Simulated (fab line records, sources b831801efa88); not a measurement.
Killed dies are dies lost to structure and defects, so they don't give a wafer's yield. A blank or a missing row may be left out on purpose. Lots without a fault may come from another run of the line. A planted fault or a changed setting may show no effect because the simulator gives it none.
Which tool did it? | flow gf180mcu | 12 lots, 36 wafers sampled, at 5 steps of a route of 602

WHAT THE GAUGES READ, wafer by wafer
GF_HV_LDD_OVL_MEAS_20. Usual: HV_LDD_01_OVL -0.6 nm, standard deviation 1.2.
lot  | measured     | on         | HV_LDD_01_OVL (nm) | flag
L969 | day 11 01:17 | overlay-02 | 0.0 -0.3 1.4       |
L972 | day 12 02:10 | overlay-02 | 1.3 -0.7 0.1       |
L975 | day 13 03:50 | overlay-02 | 0.3 2.1 1.6        |
L976 | day 13 08:55 | overlay-01 | 0.0 -0.2 -0.5      |
L980 | day 14 19:07 | overlay-02 | -2.7 -1.0 -1.6     |
L982 | day 15 07:49 | overlay-02 | -1.5 -1.4 -0.8     |
L983 | day 15 21:13 | overlay-01 | -1.2 0.3 -0.1      |
L984 | day 16 04:01 | overlay-01 | -0.6 0.3 0.3       |
L985 | day 16 09:41 | overlay-02 | -2.1 -1.9 -3.5     |
L988 | day 17 04:17 | overlay-01 | 1.2 -1.2 0.6       |
L989 | day 17 13:46 | overlay-01 | -2.5 0.6 -0.1      |
L991 | day 18 06:32 | overlay-02 | 0.2 -0.9 -2.2      |

GF_HV_LDD_TW_MEAS_38. Usual: HV_LDD_3_TW 1425, standard deviation 10.
lot  | measured     | on            | HV_LDD_3_TW    | flag
L969 | day 11 19:52 | film_metro-01 | 1434 1443 1439 |
L972 | day 12 21:39 | film_metro-02 | 1432 1435 1434 |
L975 | day 14 00:13 | film_metro-01 | 1466 1469 1462 | OFF
L976 | day 14 05:11 | film_metro-02 | 1459 1453 1454 | OFF
L980 | day 15 17:21 | film_metro-02 | 1419 1423 1427 |
L982 | day 16 06:19 | film_metro-01 | 1436 1441 1434 |
L983 | day 16 20:00 | film_metro-02 | 1434 1430 1428 |
L984 | day 17 04:40 | film_metro-04 | 1415 1415 1425 |
L985 | day 17 09:58 | film_metro-01 | 1432 1437 1442 |
L988 | day 18 03:51 | film_metro-04 | 1417 1416 1418 |
L989 | day 18 14:28 | film_metro-01 | 1433 1436 1438 |
L991 | day 19 07:28 | film_metro-04 | 1414 1408 1414 |

GF_HV_LDD_RS_MEAS_53: measures by four-point-probe. Usual: HV_LDD_RS 418.1 ohm/sq, standard deviation 0.88.
lot  | measured     | on            | HV_LDD_RS (ohm/sq) | flag
L969 | day 12 15:30 | film_metro-04 | 418.8 418.7 419.2  |
L972 | day 13 18:16 | film_metro-01 | 417.9 417.4 417.8  |
L975 | day 14 20:51 | film_metro-04 | 411.8 412.2 411.5  | OFF
L976 | day 15 01:47 | film_metro-02 | 411.4 412.2 412.3  | OFF
L980 | day 16 15:34 | film_metro-02 | 418.6 417.3 419.3  |
L982 | day 17 05:21 | film_metro-01 | 419.1 419.8 418.0  |
L983 | day 17 19:15 | film_metro-04 | 418.5 418.8 418.4  |
L984 | day 18 04:01 | film_metro-02 | 417.0 417.2 417.6  |
L985 | day 18 09:56 | film_metro-01 | 417.3 418.4 417.6  |
L988 | day 19 04:19 | film_metro-02 | 416.7 418.6 416.9  |
L989 | day 19 15:11 | film_metro-02 | 418.0 417.4 418.0  |
L991 | day 20 08:32 | film_metro-04 | 419.7 418.6 418.4  |

WHICH TOOL RAN EACH LOT (tool, then ch and the chambers of the sampled wafers, then the start)
lot  | GF_MVSD_STRIP_10                     | GF_HV_LDD_IMPLANT_36
L969 | plasma_asher-01 ch 0,1, day 4 16:34  | implanter-03 ch 0, day 11 19:38
L972 | plasma_asher-04 ch 0,1, day 5 08:58  | implanter-01 ch 0, day 12 21:25
L975 | plasma_asher-04 ch 0,1, day 6 03:02  | implanter-04 ch 0, day 14 00:00
L976 | plasma_asher-02 ch 0,1, day 6 07:39  | implanter-04 ch 0, day 14 04:57
L980 | plasma_asher-04 ch 0,1, day 7 07:40  | implanter-03 ch 0, day 15 17:06
L982 | plasma_asher-02 ch 0,1, day 7 21:26  | implanter-01 ch 0, day 16 06:05
L983 | plasma_asher-02 ch 0,1, day 8 04:00  | implanter-01 ch 0, day 16 19:45
L984 | plasma_asher-02 ch 0,1, day 8 09:17  | implanter-03 ch 0, day 17 04:27
L985 | plasma_asher-02 ch 0,1, day 8 16:59  | implanter-04 ch 0, day 17 09:46
L988 | plasma_asher-01 ch 0,1, day 9 06:30  | implanter-03 ch 0, day 18 03:37
L989 | plasma_asher-01 ch 0,1, day 9 14:03  | implanter-04 ch 0, day 18 14:11
L991 | plasma_asher-01 ch 0,1, day 10 00:33 | implanter-03 ch 0, day 19 07:12
- GF_MVSD_STRIP_10: strips in O2/N2.
- GF_HV_LDD_IMPLANT_36

WHAT THE TOOLS THEMSELVES READ (means of the sampled wafers that have a number; where no wafer has one, the mark that the record gives instead)
GF_MVSD_STRIP_10. Usual: drypump_motor_current_A 5.7 A, standard deviation 0.46; heater_power_w 374 W, standard deviation 26; oes_product_au 0.722 a.u., standard deviation 0.0044; platen_temp_c 249.97 C, standard deviation 0.21; strip_time_to_endpoint_s 36.89 s, standard deviation 0.083.
lot  | tool            | drypump_motor_current_A (A) | heater_power_w (W) | oes_product_au (a.u.) | platen_temp_c (C) | strip_time_to_endpoint_s (s) | flag
L969 | plasma_asher-01 | 6.0                         | 365                | 0.719                 | 249.92            | 36.82                        |
L972 | plasma_asher-04 | 5.3                         | 388                | 0.718                 | 249.95            | 36.85                        |
L975 | plasma_asher-04 | 5.8                         | 411                | 0.723                 | 249.91            | 36.85                        |
L976 | plasma_asher-02 | 5.4                         | 363                | 0.720                 | 249.89            | 36.85                        |
L980 | plasma_asher-04 | 5.3                         | 393                | 0.722                 | 250.05            | 36.83                        |
L982 | plasma_asher-02 | 5.4                         | 359                | 0.720                 | 249.90            | 36.88                        |
L983 | plasma_asher-02 | 5.4                         | 363                | 0.723                 | 250.03            | 36.91                        |
L984 | plasma_asher-02 | 5.8                         | 377                | 0.723                 | 249.81            | 36.82                        |
L985 | plasma_asher-02 | 5.4                         | 363                | 0.723                 | 249.79            | 36.90                        |
L988 | plasma_asher-01 | 5.8                         | 356                | 0.721                 | 250.02            | 36.94                        |
L989 | plasma_asher-01 | 5.9                         | 366                | 0.723                 | 249.99            | 36.95                        |
L991 | plasma_asher-01 | 6.0                         | 371                | 0.721                 | 250.09            | 36.96                        |

GF_HV_LDD_IMPLANT_36. Usual: beam_on_s 10.00 s, standard deviation 0.2; faraday_current_uA 42.3, standard deviation 0.86.
lot  | tool         | beam_on_s (s) | faraday_current_uA | flag
L969 | implanter-03 | 9.89          | 43.0               |
L972 | implanter-01 | 10.03         | 42.2               |
L975 | implanter-04 | 12.77         | 33.1               | OFF
L976 | implanter-04 | 12.97         | 32.6               | OFF
L980 | implanter-03 | 10.09         | 41.9               |
L982 | implanter-01 | 9.99          | 42.3               |
L983 | implanter-01 | 10.12         | 41.7               |
L984 | implanter-03 | 9.93          | 42.5               |
L985 | implanter-04 | 9.97          | 42.4               |
L988 | implanter-03 | 10.19         | 41.4               |
L989 | implanter-04 | 9.80          | 43.1               |
L991 | implanter-03 | 10.04         | 42.2               |

THE ANSWER, worked out from the rows above alone
Rule: a lot is off if the mean of its wafers that have a number lies more than 3 standard deviations from the usual mean. A lot without any number at a reading at which 4 lots or more have one is off too. The other lots that the step has rows for count as sound. The gauges are gone through in route order, then the tools' own readings, and for those a lot's mean is taken as printed above. The first step at which some lot is off is used, and at that step the reading that is off furthest; a lot without a number counts as furthest.
Off: L975, L976, at GF_HV_LDD_TW_MEAS_38 (HV_LDD_3_TW).
A tool fits if, at a process step before that reading, it ran every lot that is off, and no sound lot after the first of them. The gauges at GF_HV_LDD_TW_MEAS_38 aren't tried: what is off there is off at GF_HV_LDD_IMPLANT_36 too, on other tools, and a gauge's error can't cause that. None of those tried fits.

WHAT THE SIMULATOR HAD PUT IN
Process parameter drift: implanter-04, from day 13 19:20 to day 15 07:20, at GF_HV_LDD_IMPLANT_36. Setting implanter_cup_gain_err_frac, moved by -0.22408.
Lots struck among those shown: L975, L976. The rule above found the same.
